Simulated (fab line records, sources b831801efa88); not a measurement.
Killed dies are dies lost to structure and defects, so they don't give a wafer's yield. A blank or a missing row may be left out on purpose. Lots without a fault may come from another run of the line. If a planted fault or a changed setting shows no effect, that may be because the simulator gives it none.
Chamber matching -- flow sfq_line -- cmp-01 running SFQ_TRILAYER_I1_CMP_CMP_046: 4 sister chambers
The step polishes SiO2. 14 wafers are shown with their chamber, then 7 later ones without.

## WAFERS, EACH WITH ITS CHAMBER
wafer,chamber,motor_current_A (A),slurry_filter_dp_kPa (kPa),time_to_endpoint_s (s)
L236.4,0,9.9,13.33,222
L236.5,2,9.1,13.37,222
L236.6,3,10.1,13.38,217
L237.1,0,9.0,13.59,212
L237.2,3,9.9,13.50,224
L237.3,2,9.0,13.71,213
L241.3,2,9.3,13.21,216
L241.4,0,9.6,13.52,224
L241.5,3,9.4,13.72,215
L243.1,0,9.7,13.54,219
L243.5,0,10.2,13.37,222
L243.6,1,8.5,13.59,218
L245.3,3,10.3,13.45,216
L245.4,2,8.6,13.42,223

SIGNATURES (averages over the wafers above)
reading,chamber 0,chamber 1,chamber 2,chamber 3,scatter within a chamber
motor_current_A,9.680,8.500,9.000,9.925,0.387
slurry_filter_dp_kPa,13.4700,13.5900,13.4275,13.5125,0.157
time_to_endpoint_s,219.80,218.00,218.50,218.00,4.56
Rule: a wafer lies at a distance from a chamber equal to the root of the sum of squares, over the readings, of (its reading less the chamber's mean, divided by the reading's scatter). The wafer belongs to the nearest chamber; if the next one is less than 2 further off, it can't be placed. How the scatter is found: for the shown wafers, subtract from each reading the mean of its chamber, square and add these, divide the total by (wafers less chambers), then take the root.

## WAFERS MISSING THEIR CHAMBER
wafer,motor_current_A (A),slurry_filter_dp_kPa (kPa),time_to_endpoint_s (s)
L245.1,8.3,13.50,210
L250.3,9.9,13.38,208
L250.4,9.0,13.59,229
L250.6,9.3,13.52,213
L259.3,9.4,13.77,214
L259.1,10.2,13.38,218
L259.5,8.3,13.48,217

## CHAMBER TAKEN BY EACH
wafer,from the rows above,in truth
L245.1,can't be placed: 1 or 2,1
L250.3,can't be placed: 3 or 0 or 2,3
L250.4,can't be placed: 2 or 1 or 0 or 3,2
L250.6,can't be placed: 2 or 0 or 3 or 1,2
L259.3,can't be placed: 3 or 0 or 2 or 1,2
L259.1,can't be placed: 3 or 0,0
L259.5,can't be placed: 1 or 2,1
Correctly placed: 0 of 7. These rows do not allow placing 7 (true chamber among the candidates in 7). Number placed wrongly: 0.
